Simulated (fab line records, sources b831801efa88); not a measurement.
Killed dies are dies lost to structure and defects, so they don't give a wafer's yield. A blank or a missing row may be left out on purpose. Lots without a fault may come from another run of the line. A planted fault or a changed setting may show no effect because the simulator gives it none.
Problem report in the 8D (eight disciplines) form, filled by code | flow gf180mcu | the parts of the form that need people (team, actions taken, sign-off) are left out

1. THE PROBLEM
time_to_endpoint_s at GF_V4_CMP_04 reads a mean of 24 s on 1 wafer of 1 lot; wafers without a fault read 81 s with a standard deviation of 5.5. That is -10 standard deviations from the usual mean.
The step: polishes SiO2.
First seen on wafer L346.3, day 29 22:05, on cmp-02. The record holds 36 wafers of 12 lots with a number at this step. Rule for "out", or "out of limits": more than 4 standard deviations from the usual mean. The other wafers with a number count as sound.

2. WHAT IT IS AND WHAT IT IS NOT
question                    | is                 | is not
which readings at this step | time_to_endpoint_s | motor_current_A
which lots                  | L346               | L326, L328, L329, L330, L331, L333, L335, L336, L337, L341, L348
which wafers of those lots  | L346.3             | L346.2, L346.5
read on which tools         | cmp-02             | cmp-01
when                        | from day 29 22:05  | up to then (32 sound wafers); but 3 sound wafers of L348 came after

3. SUSPECTS, AND WHAT RULES EACH OUT
Counting: a tool at a process step up to the reading stays a suspect if it ran every lot that is out. Sound lots after the first of them don't rule it out here, since some wafers of a struck lot are sound.
- cmp-02 at GF_V4_CMP_04 (polishes SiO2): kept. It ran the lot that is out, L346 (day 29 22:05); its last sound lot up to then is L341 (day 28 11:37). Its own readings are out on those wafers: time_to_endpoint_s.
- Within cmp-02 at GF_V4_CMP_04: the wafers that are out ran in chamber 0; their sound lot-mates ran in chambers 1, 2.
Left after counting: cmp-02 at GF_V4_CMP_04.

4. THE CAUSE (what the simulator had put in)
Process parameter drift: cmp-02, from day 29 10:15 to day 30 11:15, at GF_V4_CMP_04. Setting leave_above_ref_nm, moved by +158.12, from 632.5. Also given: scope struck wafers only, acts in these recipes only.
Counting left only this tool.

5. THE CHAIN OF EFFECTS, in route order
Each row: a reading whose mean over the struck wafers that have a number lies more than 3 standard deviations from the usual. Only readings for which the record gives a usual standard deviation are gone through. hours: the time from each lot's start at the first step in this table that gives one to its start at this step, as a median over the lots. sigmas: the change in usual standard deviations.
hours | step          | reading            | usual      | on struck wafers | change | sigmas
0     | GF_V4_CMP_04  | time_to_endpoint_s | 81 s       | 24               | -57    | -10
-     | GF_V4_ETCH_17 | oes_product_au     | 0.856 a.u. | 0.974            | +0.118 | +26
The process steps in it:
- GF_V4_CMP_04: polishes SiO2.
- GF_V4_ETCH_17: etches SiO2 in C4F8/O2/Ar, stops on TiN, target depth 630 nm.

6. WHAT WOULD HAVE CAUGHT IT SOONER
In this record the first reading out of limits was taken at day 29 22:05, 12 hours after the fault began at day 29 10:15.
